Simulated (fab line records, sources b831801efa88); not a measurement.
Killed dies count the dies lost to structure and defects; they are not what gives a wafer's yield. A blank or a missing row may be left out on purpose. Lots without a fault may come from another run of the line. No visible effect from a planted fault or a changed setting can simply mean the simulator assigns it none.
fab line records	flow sky130
record lots=9	wafers=27	lastDay=50
route steps=708 shown METAL2@500 METAL3@536 CAPM@539 PAD_OPEN@708
lots that met no fault: taken from a fault-free run of the same line
startH: the number of hours between the record's first day and the start of the first shown wafer of the lot	waitH: time in hours since the lot's previous step	" the same as in the row above	L1.1+2: a single row standing in for several wafers	- either no value or no given start	* or withheld: withheld	< > ~ a bound
route shown NAME@n: a module of which the file shows steps, and the number in the route of the first	usual: the fault-free wafers' mean and standard deviation	same: alike in all rows	chamber/n: place in a boat	sites: the reading at each site	_std_site: standard deviation across them	_edge_site: mean of outer sites minus mean of inner sites	radiusMm: for every site, how far away it sits from the centre of the wafer	mask NAME#n: copy n	behind: the tool/chamber that last shaped the wafer	hold: cause of the lot's hold/its duration in hours/its outcome	device: the transistor (n, p or np) that didn't switch	end of line: the tests these same wafers got at the end of their route	where a step has no rows: the recipe by itself	killed: the dies lost at the first sort to structure and to defects; this is not the yield of the wafer	map: per-die view of a wafer (x killed, . not killed, _ where there is no die)
set.NAME: the setting the step ran with; set.NAME@STEP: the setting that earlier step ran with	model.NAME: the simulator's own value behind a step, which no gauge read
the route's steps for a sample of lots (tables are steps, rows are wafers)
services: the hour from which a tool's chamber was out of use, counted from the record's first day as startH (under 0 if before that day), plus the number of hours and why
## steps
# step SKY_METAL2_DESCUM_17
# recipe chemistry=O2	sourcePowerW=150	biasPowerW=0	pressureMtorr=10	tempC=40	timeS=8
# usual drypumpMotorCurrentA=5.8/0.31	heBacksideLeakSccm=3.3/0.31	oesProductAu=1.008/0.014	rfFwdPowerW=146.8/0.78
# same biasPowerW=0
lot.wafer	tool	chamber	startH	waitH	drypumpMotorCurrentA	heBacksideLeakSccm	oesProductAu	rfFwdPowerW	rfHoursCounterH
L951.3	rieMetal-01	0	854.37	0.0	5.9	3.2	0.999	147.6	-
L951.5	"	0	"	"	5.9	3.1	0.997	147.6	-
L951.6	"	1	"	"	5.4	3.0	1.018	148.2	-
L953.1	rieMetal-01	1	874.16	0.0	5.4	3.1	1.019	147.2	4
L953.2	"	0	"	"	5.9	3.4	0.992	146.7	1
L953.4	"	0	"	"	5.9	3.4	0.984	146.8	-
L954.3	rieMetal-01	0	881.92	0.0	6.0	3.3	0.991	146.6	-
L954.5	"	0	"	"	5.9	3.4	0.999	146.8	-
L954.6	"	1	"	"	5.4	3.5	1.025	146.9	-
L955.1	rieMetal-03	1	883.76	0.0	5.8	3.3	0.991	148.1	0
L955.3	"	0	"	"	5.3	3.3	1.005	146.5	-
L955.5	"	1	"	"	5.8	3.3	0.970	147.4	-
L956.1	rieMetal-01	0	887.91	0.0	5.9	3.0	1.000	147.6	2
L956.2	"	1	"	"	5.4	3.0	1.018	147.9	5
L956.4	"	1	"	"	5.4	3.1	1.007	147.6	-
L961.2	rieMetal-04	1	931.83	0.0	5.8	3.4	1.021	146.3	17
L961.4	"	1	"	"	5.8	3.3	1.024	145.9	-
L961.6	"	0	"	"	6.3	3.2	1.019	146.6	-
L966.3	rieMetal-01	1	966.92	0.0	5.4	3.1	1.032	147.2	-
L966.4	"	0	"	"	6.0	3.2	1.021	146.1	-
L966.5	"	0	"	"	5.9	3.3	1.018	146.9	-
L969.2	rieMetal-04	0	981.83	0.0	6.3	3.1	1.003	146.1	14
L969.3	"	0	"	"	6.3	3.2	1.009	146.1	-
L969.4	"	1	"	"	5.8	3.3	1.022	146.7	-
L970.2	rieMetal-01	0	989.36	0.0	5.9	3.2	1.014	146.6	8
L970.4	"	1	"	"	5.4	3.1	1.008	147.1	-
L970.6	"	1	"	"	5.4	3.2	1.017	147.9	-
# step SKY_METAL3_SPUTTER_04
# recipe material=TiN	targetThkNm=70	powerW=6500	timeS=58.3	chamberPressurePa=0.4
# usual cathodeDcPowerW=6499.9/1.2	throttleValvePct=29.6/0.8
lot.wafer	tool	chamber	startH	waitH	cathodeDcPowerW	throttleValvePct
L951.3	pvdSputter-01	-	883.83	0.0	6498.7	29.7
L951.5	"	-	"	"	6497.9	29.4
L951.6	"	-	"	"	6501.4	30.1
L953.1	pvdSputter-03	-	903.55	0.0	6499.0	30.7
L953.2	"	-	"	"	6499.8	28.7
L953.4	"	-	"	"	6499.0	30.8
L954.3	pvdSputter-04	-	910.90	0.0	6502.3	30.0
L954.5	"	-	"	"	6500.7	29.4
L954.6	"	-	"	"	6500.5	28.5
L955.1	pvdSputter-01	-	912.70	0.0	6501.5	30.3
L955.3	"	-	"	"	6497.2	29.2
L955.5	"	-	"	"	6501.5	29.2
L956.1	pvdSputter-01	-	916.68	0.0	6500.1	29.8
L956.2	"	-	"	"	6498.1	29.1
L956.4	"	-	"	"	6499.7	28.9
L961.2	pvdSputter-04	-	959.84	0.0	6498.5	29.5
L961.4	"	-	"	"	6498.2	29.8
L961.6	"	-	"	"	6502.1	29.7
L966.3	pvdSputter-03	-	993.98	0.0	6500.4	30.7
L966.4	"	-	"	"	6499.6	31.0
L966.5	"	-	"	"	6499.7	28.5
L969.2	pvdSputter-01	-	1006.99	0.0	6499.9	29.3
L969.3	"	-	"	"	6501.5	30.7
L969.4	"	-	"	"	6500.4	30.4
L970.2	pvdSputter-04	-	1016.04	0.0	6499.8	30.3
L970.4	"	-	"	"	6498.1	29.3
L970.6	"	-	"	"	6502.5	30.2
# step SKY_CAPM_SPUTTER_02
# recipe material=TiN	targetThkNm=200	tempC=300	powerW=6500	timeS=166.7	chamberPressurePa=0.4
# usual cathodeDcPowerW=6500.0/1.1	throttleValvePct=29.7/0.93
lot.wafer	tool	chamber	startH	waitH	cathodeDcPowerW	throttleValvePct
L951.3	pvdSputter-03	-	883.96	0.0	6500.8	30.6
L951.5	"	-	"	"	6499.6	28.5
L951.6	"	-	"	"	6501.6	30.7
L953.1	pvdSputter-04	-	903.68	0.1	6500.3	29.9
L953.2	"	-	"	"	6500.0	29.3
L953.4	"	-	"	"	6498.2	29.9
L954.3	pvdSputter-03	-	911.03	0.0	5711.8	28.6
L954.5	"	-	"	"	5711.8	28.6
L954.6	"	-	"	"	5715.4	28.8
L955.1	pvdSputter-03	-	912.83	0.1	5711.6	28.6
L955.3	"	-	"	"	5713.6	30.5
L955.5	"	-	"	"	5712.4	30.7
L956.1	pvdSputter-03	-	916.81	0.1	5713.7	30.8
L956.2	"	-	"	"	5712.4	30.6
L956.4	"	-	"	"	5713.7	28.5
L961.2	pvdSputter-04	-	959.98	0.0	6501.0	28.7
L961.4	"	-	"	"	6500.7	30.0
L961.6	"	-	"	"	6500.1	29.4
L966.3	pvdSputter-03	-	994.11	0.0	6500.3	29.0
L966.4	"	-	"	"	6500.6	30.8
L966.5	"	-	"	"	6500.0	28.7
L969.2	pvdSputter-03	-	1007.12	0.0	6500.2	28.9
L969.3	"	-	"	"	6497.3	30.8
L969.4	"	-	"	"	6500.0	30.9
L970.2	pvdSputter-03	-	1016.17	0.0	6501.2	30.8
L970.4	"	-	"	"	6501.2	30.8
L970.6	"	-	"	"	6501.5	30.6
# step SKY_CAPM_RS_MEAS_03
# recipe thkMeasGauge=four-point-probe	reads=TiN_of_CAPM_SPUTTER_02
# usual CAPM_TIN_RS=6.97/0.087
lot.wafer	tool	chamber	startH	waitH	CAPM_TIN_RS[ohm/sq]
L951.3	filmMetro-04	-	884.11	0.1	6.89
L951.5	"	-	"	"	6.91
L951.6	"	-	"	"	6.90
L953.1	filmMetro-02	-	903.79	0.1	6.94
L953.2	"	-	"	"	6.94
L953.4	"	-	"	"	6.92
L954.3	filmMetro-04	-	911.18	0.1	7.91
L954.5	"	-	"	"	8.00
L954.6	"	-	"	"	7.92
L955.1	filmMetro-04	-	912.94	0.1	8.12
L955.3	"	-	"	"	8.22
L955.5	"	-	"	"	8.06
L956.1	filmMetro-02	-	916.92	0.1	7.83
L956.2	"	-	"	"	8.08
L956.4	"	-	"	"	7.96
L961.2	filmMetro-04	-	960.10	0.1	6.84
L961.4	"	-	"	"	6.95
L961.6	"	-	"	"	6.96
L966.3	filmMetro-04	-	994.26	0.1	6.91
L966.4	"	-	"	"	6.96
L966.5	"	-	"	"	6.93
L969.2	filmMetro-03	-	1007.25	0.1	6.97
L969.3	"	-	"	"	7.04
L969.4	"	-	"	"	7.13
L970.2	filmMetro-02	-	1016.30	0.1	6.93
L970.4	"	-	"	"	6.99
L970.6	"	-	"	"	7.02
# step SKY_CAPM_THK_MEAS_04
# recipe thkMeasGauge=xrf	reads=TiN_of_CAPM_SPUTTER_02
# usual CAPM_TIN_THK=195.2/2.5
lot.wafer	tool	chamber	startH	waitH	CAPM_TIN_THK[nm]
L951.3	filmMetro-04	-	884.21	0.1	196.8
L951.5	"	-	"	"	196.0
L951.6	"	-	"	"	196.9
L953.1	filmMetro-02	-	903.91	0.1	197.8
L953.2	"	-	"	"	196.9
L953.4	"	-	"	"	198.5
L954.3	filmMetro-04	-	911.28	0.1	172.1
L954.5	"	-	"	"	169.8
L954.6	"	-	"	"	170.9
L955.1	filmMetro-04	-	913.06	0.1	166.8
L955.3	"	-	"	"	165.2
L955.5	"	-	"	"	168.1
L956.1	filmMetro-02	-	917.04	0.1	175.1
L956.2	"	-	"	"	169.7
L956.4	"	-	"	"	171.4
L961.2	filmMetro-04	-	960.21	0.1	198.7
L961.4	"	-	"	"	196.4
L961.6	"	-	"	"	195.7
L966.3	filmMetro-04	-	994.36	0.1	197.5
L966.4	"	-	"	"	194.6
L966.5	"	-	"	"	196.1
L969.2	filmMetro-03	-	1007.36	0.1	195.3
L969.3	"	-	"	"	193.3
L969.4	"	-	"	"	190.5
L970.2	filmMetro-02	-	1016.41	0.1	196.9
L970.4	"	-	"	"	193.3
L970.6	"	-	"	"	193.4
# step SKY_CAPM_OVL_MEAS_12
# usual CAPM_OVL=0.0/1.5
lot.wafer	tool	chamber	startH	waitH	CAPM_OVL[nm]
L951.3	overlay-02	-	909.96	0.1	0.6
L951.5	"	-	"	"	0.7
L951.6	"	-	"	"	-3.2
L953.1	overlay-01	-	928.60	0.1	-0.4
L953.2	"	-	"	"	0.9
L953.4	"	-	"	"	0.3
L954.3	overlay-02	-	935.91	0.1	0.2
L954.5	"	-	"	"	-0.2
L954.6	"	-	"	"	-1.4
L955.1	overlay-02	-	937.52	0.1	-0.6
L955.3	"	-	"	"	-2.8
L955.5	"	-	"	"	-2.2
L956.1	overlay-01	-	942.15	0.1	-2.2
L956.2	"	-	"	"	0.1
L956.4	"	-	"	"	1.4
L961.2	overlay-02	-	984.15	0.1	1.5
L961.4	"	-	"	"	0.9
L961.6	"	-	"	"	-0.1
L966.3	overlay-02	-	1017.01	0.1	0.9
L966.4	"	-	"	"	1.6
L966.5	"	-	"	"	1.4
L969.2	overlay-02	-	1030.28	0.1	-1.8
L969.3	"	-	"	"	-1.8
L969.4	"	-	"	"	-2.3
L970.2	overlay-02	-	1038.68	0.1	1.7
L970.4	"	-	"	"	-0.9
L970.6	"	-	"	"	0.3
# step SKY_CAPM_METAL_ETCH_13
# recipe targetDepthNm=220	stopOn=SiO2	chemistry=Cl2/BCl3	target=TiN	pressureMtorr=10	icpW=900	biasW=48.5	Cl2_flow_sccm=60	bcl3FlowSccm=30	timeS=62.9
# usual drypumpMotorCurrentA=5.79/0.28	heBacksideLeakSccm=3.38/0.21	oesProductAu=0.936/0.008	rfFwdPowerW=892/3.4	throttleValvePct=21.903/0.011
lot.wafer	tool	chamber	startH	waitH	drypumpMotorCurrentA	heBacksideLeakSccm	oesProductAu	rfFwdPowerW	rfHoursCounterH	throttleValvePct
L951.3	rieMetal-04	1	910.01	0.0	5.78	3.07	0.941	885	-	21.894
L951.5	"	1	"	"	5.78	3.19	0.946	888	-	21.905
L951.6	"	0	"	"	6.24	3.22	0.945	891	-	21.885
L953.1	rieMetal-03	1	928.64	0.0	5.76	3.31	0.945	900	2	21.876
L953.2	"	0	"	"	5.36	3.25	0.940	897	13	21.900
L953.4	"	0	"	"	5.39	3.36	0.949	893	-	21.903
L954.3	rieMetal-04	1	935.96	0.0	5.77	3.39	0.882	890	-	21.947
L954.5	"	1	"	"	5.77	3.55	0.868	894	-	21.956
L954.6	"	0	"	"	6.23	3.25	0.870	892	-	21.942
L955.1	rieMetal-03	0	937.56	0.0	5.37	3.45	0.865	894	14	21.941
L955.3	"	1	"	"	5.79	3.14	0.852	897	-	21.952
L955.5	"	1	"	"	5.75	3.28	0.863	898	-	21.941
L956.1	rieMetal-03	0	942.18	0.0	5.38	3.28	0.880	885	14	21.935
L956.2	"	1	"	"	5.78	3.23	0.866	898	3	21.932
L956.4	"	1	"	"	5.76	3.22	0.858	895	-	21.929
L961.2	rieMetal-04	1	984.18	0.0	5.77	3.26	0.946	891	19	21.877
L961.4	"	0	"	"	6.26	3.30	0.938	895	-	21.926
L961.6	"	1	"	"	5.78	3.21	0.942	894	-	21.898
L966.3	rieMetal-03	1	1017.06	0.0	5.74	3.26	0.935	894	-	21.914
L966.4	"	0	"	"	5.37	3.41	0.939	884	-	21.908
L966.5	"	0	"	"	5.37	3.51	0.934	889	-	21.894
L969.2	rieMetal-03	0	1030.31	0.0	5.38	3.27	0.935	889	19	21.912
L969.3	"	1	"	"	5.75	3.24	0.926	898	-	21.909
L969.4	"	0	"	"	5.37	3.37	0.929	889	-	21.921
L970.2	rieMetal-02	1	1038.71	0.0	5.98	3.57	0.942	891	19	21.908
L970.4	"	1	"	"	6.00	3.54	0.942	886	-	21.894
L970.6	"	1	"	"	5.99	3.59	0.931	889	-	21.910
# step SKY_PAD_OPEN_PROBE_99
# usual defectLimitedYield=82.7/1.7	killed_at_M0_to_M3=41/6.2	killed_at_M4_up=3.0/1.7	killedAtContacts=25/5.8	killedAtFrontEnd=16/4.5	killedAtOther=0.2/0.42	killedDies=85/8.4	killedOnRim=17/4.1	killedOpen=46/5.9	killedShort=39/6.3	sort_bin_3_pad_short=0.9/0.4	sort_bin_5_function=10.2/1.3	sort_bin_6_memory=6.2/1	sortNPass=407/8.4	sortYieldPct=82.7/1.7
# same grossDies=492	killedAtBackSide=0	sort_bin_4_leakage[%]=0	sort_bin_8_speed[%]=0
lot.wafer	tool	chamber	startH	waitH	defectLimitedYield[%]	killed_at_M0_to_M3	killed_at_M4_up	killedAtContacts	killedAtFrontEnd	killedAtOther	killedDies	killedOnRim	killedOpen	killedShort	sort_bin_3_pad_short[%]	sort_bin_5_function[%]	sort_bin_6_memory[%]	sortNPass	sortYieldPct[%]
L951.3	prober-02	-	1104.37	0.2	87.6	30	0	14	17	0	61	11	37	24	0.4	6.3	5.7	431	87.6
L951.5	prober-02	-	1104.47	0.2	82.1	43	7	29	9	0	88	13	56	32	1.0	10.2	6.7	404	82.1
L951.6	prober-02	-	1104.52	0.2	82.9	36	2	26	20	0	84	22	40	44	1.2	10.0	5.9	408	82.9
L955.1	prober-02	-	1127.87	0.1	86.0	34	2	19	13	1	69	13	39	30	0.8	8.5	4.7	423	86.0
L955.3	prober-02	-	1127.97	0.2	83.1	44	1	20	17	1	83	18	48	35	0.8	9.8	6.3	409	83.1
L955.5	prober-02	-	1128.07	0.2	85.4	43	2	20	7	0	72	14	41	31	0.8	9.3	4.5	420	85.4
L966.3	prober-02	-	1187.42	0.2	80.3	41	3	32	21	0	97	29	55	42	1.6	11.6	6.5	395	80.3
L966.4	prober-02	-	1187.47	0.2	82.9	48	3	15	18	0	84	22	48	36	0.6	10.8	5.7	408	82.9
L966.5	prober-02	-	1187.52	0.2	83.3	40	3	23	16	0	82	21	49	33	0.4	10.8	5.5	410	83.3
L969.2	prober-02	-	1197.39	0.1	83.5	49	2	15	15	0	81	20	50	30	0.4	9.6	6.5	411	83.5
L969.3	prober-02	-	1197.44	0.2	83.9	36	2	24	17	0	79	17	46	33	1.2	8.5	6.3	413	83.9
L969.4	prober-02	-	1197.49	0.2	85.0	36	0	26	12	0	74	12	45	28	0.6	9.1	5.3	418	85.0
L970.2	prober-01	-	1202.86	0.1	84.8	45	4	15	11	0	75	17	41	34	0.4	10.2	4.7	417	84.8
L970.4	prober-01	-	1202.96	0.2	84.3	34	2	27	14	0	77	14	45	32	0.8	8.9	5.9	415	84.3
L970.6	prober-01	-	1203.06	0.2	83.7	38	6	20	16	0	80	19	39	41	1.4	9.3	5.5	412	83.7
# killed by level:class
L951.3 FIELD_ISO:geometricParticle:open=8 VIA3:geometricParticle:open=6 VIA2:geometricParticle:open=6 CONTACT:geometricParticle:open=5 VIA1:geometricParticle:short=5 FIELD_ISO:geometricParticle:short=4 LI_CONTACT:geometricParticle:open=3 LOCAL_INTERCONNECT:geometricParticle:short=3
L951.5 CONTACT:geometricParticle:open=13 VIA1:geometricParticle:open=11 VIA2:geometricParticle:open=9 CONTACT:geometricParticle:short=9 VIA3:geometricParticle:open=4 VIA1:geometricParticle:short=4 LI_CONTACT:geometricParticle:open=3 METAL2:geometricParticle:short=3
L951.6 CONTACT:geometricParticle:short=11 VIA3:geometricParticle:open=8 CONTACT:geometricParticle:open=7 FIELD_ISO:geometricParticle:open=6 FIELD_ISO:geometricParticle:short=6 METAL2:geometricParticle:short=5 VIA2:geometricParticle:open=5 VIA1:geometricParticle:short=4
L955.1 CONTACT:geometricParticle:open=7 VIA2:geometricParticle:open=6 LI_CONTACT:geometricParticle:open=5 VIA3:geometricParticle:open=5 METAL1:geometricParticle:short=4 POLY_GATE:geometricParticle:open=4 POLY_GATE:geometricParticle:short=4 VIA1:geometricParticle:open=4
L955.3 VIA1:geometricParticle:open=11 VIA2:geometricParticle:open=10 VIA3:geometricParticle:open=7 LOCAL_INTERCONNECT:geometricParticle:short=6 METAL2:geometricParticle:short=5 FIELD_ISO:geometricParticle:short=4 FIELD_ISO:geometricParticle:open=4 LI_CONTACT:geometricParticle:open=4
L955.5 VIA1:geometricParticle:open=13 CONTACT:geometricParticle:open=8 VIA1:geometricParticle:short=7 METAL1:geometricParticle:short=5 VIA3:geometricParticle:open=5 LI_CONTACT:geometricParticle:open=4 LOCAL_INTERCONNECT:geometricParticle:short=4 FIELD_ISO:geometricParticle:open=3
L966.3 CONTACT:geometricParticle:open=13 LI_CONTACT:geometricParticle:open=10 VIA1:geometricParticle:open=10 POLY_GATE:geometricParticle:open=7 VIA1:geometricParticle:short=7 METAL2:geometricParticle:short=6 FIELD_ISO:geometricParticle:short=5 VIA2:geometricParticle:open=5
L966.4 VIA3:geometricParticle:open=13 VIA1:geometricParticle:open=11 POLY_GATE:geometricParticle:open=7 CONTACT:geometricParticle:open=6 METAL2:geometricParticle:short=5 VIA1:geometricParticle:short=4 CONTACT:geometricParticle:short=4 METAL3:geometricParticle:short=4
L966.5 VIA1:geometricParticle:open=12 CONTACT:geometricParticle:open=9 FIELD_ISO:geometricParticle:short=7 LI_CONTACT:geometricParticle:open=6 VIA2:geometricParticle:open=6 VIA3:geometricParticle:open=6 FIELD_ISO:geometricParticle:open=4 CONTACT:geometricParticle:short=4
L969.2 VIA1:geometricParticle:open=10 VIA3:geometricParticle:open=9 FIELD_ISO:geometricParticle:open=6 CONTACT:geometricParticle:open=6 LI_CONTACT:geometricParticle:open=5 VIA1:geometricParticle:short=5 VIA2:geometricParticle:open=5 FIELD_ISO:geometricParticle:short=4
L969.3 LI_CONTACT:geometricParticle:open=11 VIA1:geometricParticle:open=7 METAL1:geometricParticle:short=6 CONTACT:geometricParticle:open=5 VIA2:geometricParticle:open=5 CONTACT:geometricParticle:short=4 METAL2:geometricParticle:short=4 VIA3:geometricParticle:open=4
L969.4 CONTACT:geometricParticle:open=10 VIA3:geometricParticle:open=10 LI_CONTACT:geometricParticle:open=7 LOCAL_INTERCONNECT:geometricParticle:short=4 CONTACT:geometricParticle:short=4 METAL2:geometricParticle:short=4 VIA1:geometricParticle:open=4 FIELD_ISO:geometricParticle:short=3
L970.2 VIA1:geometricParticle:open=14 VIA2:geometricParticle:open=7 VIA1:geometricParticle:short=6 POLY_GATE:geometricParticle:short=5 VIA3:geometricParticle:open=5 CONTACT:geometricParticle:open=4 VIA2:geometricParticle:short=4 LI_CONTACT:geometricParticle:short=3
L970.4 CONTACT:geometricParticle:open=11 VIA1:geometricParticle:open=8 VIA3:geometricParticle:open=7 LI_CONTACT:geometricParticle:open=6 VIA2:geometricParticle:open=5 METAL2:geometricParticle:short=5 POLY_GATE:geometricParticle:short=4 VIA1:geometricParticle:short=4
L970.6 VIA1:geometricParticle:open=10 CONTACT:geometricParticle:open=6 FIELD_ISO:geometricParticle:short=5 METAL3:geometricParticle:short=5 METAL2:geometricParticle:short=5 METAL4:geometricParticle:short=5 FIELD_ISO:geometricParticle:open=4 LI_CONTACT:geometricParticle:open=4
## services
tool	chamber	startH	hours	kind
rieMetal-03	1	854.27	-	clean
rieMetal-03	1	854.27	21.8	scheduledDown
rieMetal-03	1	854.27	21.8	ventCycle
rieMetal-02	-	873.11	1.1	repair
rieMetal-01	0	885.55	1.0	repair
pvdSputter-01	2	889.71	-	consumableReplace:kit
pvdSputter-01	-	918.66	5.4	repair
pvdSputter-01	-	922.28	7.5	repair
pvdSputter-03	2	936.80	-	consumableReplace:kit
pvdSputter-03	2	936.80	18.0	scheduledDown
pvdSputter-03	2	936.80	18.0	ventCycle
pvdSputter-03	-	951.15	5.0	repair
pvdSputter-03	-	959.51	15.5	repair
rieMetal-03	-	965.93	0.4	repair
rieMetal-02	-	985.62	0.2	repair
rieMetal-03	-	988.33	2.8	pm
pvdSputter-04	1	988.64	-	consumableReplace:kit
pvdSputter-04	1	988.64	18.0	scheduledDown
pvdSputter-04	1	988.64	18.0	ventCycle
rieMetal-04	1	992.68	13.4	repair
rieMetal-04	1	1009.98	-	clean
rieMetal-04	1	1009.98	10.5	scheduledDown
rieMetal-04	1	1009.98	10.5	ventCycle
rieMetal-03	-	1033.48	1.4	pm
## key
firstSign step=SKY_CAPM_SPUTTER_02	reading=cathodeDcPowerW	direction=down	sigmas=99+	usual=6500.0	struck=5712.9
effect step=SKY_CAPM_RS_MEAS_03	reading=CAPM_TIN_RS	direction=up	sigmas=12	usual=6.97	struck=8.01
effect step=SKY_CAPM_THK_MEAS_04	reading=CAPM_TIN_THK	direction=down	sigmas=10	usual=195.2	struck=169.9
effect step=SKY_CAPM_METAL_ETCH_13	reading=oesProductAu	direction=down	sigmas=8.6	usual=0.936	struck=0.867
metAt SKY_CAPM_SPUTTER_02
struckLots L954,L955,L956
notActingAt SKY_METAL2_DESCUM_17,SKY_METAL3_SPUTTER_04,SKY_CAPM_OVL_MEAS_12
onsetBetween 883.96 911.03
fault kind=processParameterDrift	tool=pvdSputter-03	chamber=-	onsetH=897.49	steps=SKY_CAPM_SPUTTER_02	channel=powerW	offset=*	shape=step	endH=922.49	actsIn=*	stated=*
